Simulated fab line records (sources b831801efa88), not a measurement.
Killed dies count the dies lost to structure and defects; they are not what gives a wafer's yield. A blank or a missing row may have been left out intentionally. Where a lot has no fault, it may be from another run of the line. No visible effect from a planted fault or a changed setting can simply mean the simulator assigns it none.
The same fault as seen by 2 desks / flow gf180mcu / every desk sees just its own numbers, and what lay behind them comes last

== THE METROLOGY DESK ==
What the gauges read for every lot (on any tool): the sampled wafers with a number, averaged. A lot is out of limits, marked OUT, if its mean lies more than 4 standard deviations from the usual mean; the brackets give that distance.
Columns: A = TOP_METAL_OVL at GF_TOP_METAL_OVL_MEAS_15, usual -0.3 nm
lot=L155; first seen here=day 28 06:25; A=-0.2
lot=L158; first seen here=day 29 08:02; A=-0.5
lot=L159; first seen here=day 29 17:37; A=-1.2
lot=L160; first seen here=day 29 20:41; A=2.9
lot=L162; first seen here=day 30 11:38; A=0.1
lot=L165; first seen here=day 31 10:26; A=-0.1
lot=L164; first seen here=day 31 12:17; A=0.5
lot=L166; first seen here=day 31 21:02; A=-0.2
lot=L169; first seen here=day 32 13:47; A=-1.5
lot=L171; first seen here=day 33 03:41; A=-2.3
lot=L172; first seen here=day 33 08:14; A=1.1
lot=L173; first seen here=day 33 09:17; A=0.1
lot=L174; first seen here=day 33 15:31; A=-2.7
Finding of this desk: none of the 13 lots has anything out of limits.

== FOR THE TOOL OWNER'S DESK: pecvd-01 ==
The tool's own readings at GF_V4_CVD_02 (deposits SiO2 from TEOS, target thk 850 nm, time 94.851 s): means of the sampled wafers that have a number, for each lot that ran on this tool. A lot is out of limits, marked OUT, if its mean lies more than 4 standard deviations from the usual mean; the brackets give that distance.
Columns: A = heater_power_outer_w at GF_V4_CVD_02, usual 378 W; B = heater_power_w at GF_V4_CVD_02, usual 664 W
lot=L158; first seen here=day 24 21:05; A=387; B=665
lot=L159; first seen here=day 25 06:37; A=404; B=678
lot=L165; first seen here=day 27 06:36; A=335; B=570
lot=L166; first seen here=day 27 17:08; A=358; B=599
lot=L171; first seen here=day 29 05:38; A=369; B=630
lot=L172; first seen here=day 29 12:29; A=305; B=544
Finding of this desk: none of the 6 lots has anything out of limits.

== TAKEN TOGETHER ==
From the metrology desk's view, nothing was out of limits.
Nothing out of limits was seen by the tool owner's desk.

== WHAT THE SIMULATOR HAD PUT IN ==
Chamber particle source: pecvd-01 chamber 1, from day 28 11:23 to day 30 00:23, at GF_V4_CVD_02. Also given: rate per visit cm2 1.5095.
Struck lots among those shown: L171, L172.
